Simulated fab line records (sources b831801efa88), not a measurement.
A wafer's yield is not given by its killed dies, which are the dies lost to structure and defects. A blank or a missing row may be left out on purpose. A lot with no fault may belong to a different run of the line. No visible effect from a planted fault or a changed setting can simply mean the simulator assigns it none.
Which tool did it? / flow sky130 / 7 lots, 21 wafers sampled, at 3 steps of a route of 708

WHAT EACH GAUGE READ, for each wafer
SKY_VIA2_CD_MEAS_12: the cd target is 200 nm.
lot=L737; measured=day 37 02:08; on=cd sem-02; cd nm (nm)=202.1 201.4 202.4
lot=L744; measured=day 39 14:00; on=cd sem-02; cd nm (nm)=- - -
lot=L746; measured=day 40 01:31; on=cd sem-01; cd nm (nm)=- - -
lot=L749; measured=day 40 20:08; on=cd sem-01; cd nm (nm)=201.4 199.8 200.7
lot=L751; measured=day 41 09:08; on=cd sem-01; cd nm (nm)=201.6 201.7 200.2
lot=L753; measured=day 42 05:02; on=cd sem-01; cd nm (nm)=199.8 199.4 200.3
lot=L756; measured=day 42 13:55; on=cd sem-02; cd nm (nm)=201.9 199.3 201.5

TOOL THAT RAN EACH LOT (tool first, then ch and the chambers of the sampled wafers, then the start)
lot=L737; SKY_METAL2_SPUTTER_04=pvd sputter-04, day 34 20:07; SKY_VIA2_EXPOSE_09=krf scanner-02 ch 0, day 36 13:31
lot=L744; SKY_METAL2_SPUTTER_04=pvd sputter-02, day 37 10:43; SKY_VIA2_EXPOSE_09=krf scanner-02, day 39 01:20
lot=L746; SKY_METAL2_SPUTTER_04=pvd sputter-04, day 37 21:44; SKY_VIA2_EXPOSE_09=krf scanner-02, day 39 13:47
lot=L749; SKY_METAL2_SPUTTER_04=pvd sputter-04, day 38 18:09; SKY_VIA2_EXPOSE_09=krf scanner-01 ch 0, day 40 08:34
lot=L751; SKY_METAL2_SPUTTER_04=pvd sputter-02, day 39 08:55; SKY_VIA2_EXPOSE_09=krf scanner-01 ch 0, day 40 22:56
lot=L753; SKY_METAL2_SPUTTER_04=pvd sputter-04, day 39 18:53; SKY_VIA2_EXPOSE_09=krf scanner-02 ch 0, day 41 15:28
lot=L756; SKY_METAL2_SPUTTER_04=pvd sputter-01, day 40 16:47; SKY_VIA2_EXPOSE_09=krf scanner-02 ch 0, day 42 04:14
- SKY_METAL2_SPUTTER_04: material TiN, target thk 70 nm, time 58.3 s.
- SKY_VIA2_EXPOSE_09: exposes mask VIM2, target cd 200 nm.

THE ANSWER, worked out from the rows above alone
Rule: the usual values come from the lots themselves. Put in order of their means at a reading, lots are off if they are a third of the lots or fewer, leave a main group of 4 or more, and stand apart from it by a gap of 3 or more times the standard deviation of the main group's means; of several such gaps the widest counts. The tables above print the reading to a certain number of digits; a main group whose means all agree to those digits is not used. Also off: a lot with no number at a reading for which 4 or more lots have one. The other lots that the step has rows for count as sound.
Off: L744, L746, at SKY_VIA2_CD_MEAS_12 (cd nm). Without a number there: L744, L746. For the main group the mean is 200.9 nm and the standard deviation 0.7.
If a tool, at a process step before that reading, ran all the lots that are off and no sound lot after the first of them, it fits. Those tools and the gauges at SKY_VIA2_CD_MEAS_12 are tried in the same way. No candidate that was tried fits.

WHAT THE SIMULATOR HAD PUT IN
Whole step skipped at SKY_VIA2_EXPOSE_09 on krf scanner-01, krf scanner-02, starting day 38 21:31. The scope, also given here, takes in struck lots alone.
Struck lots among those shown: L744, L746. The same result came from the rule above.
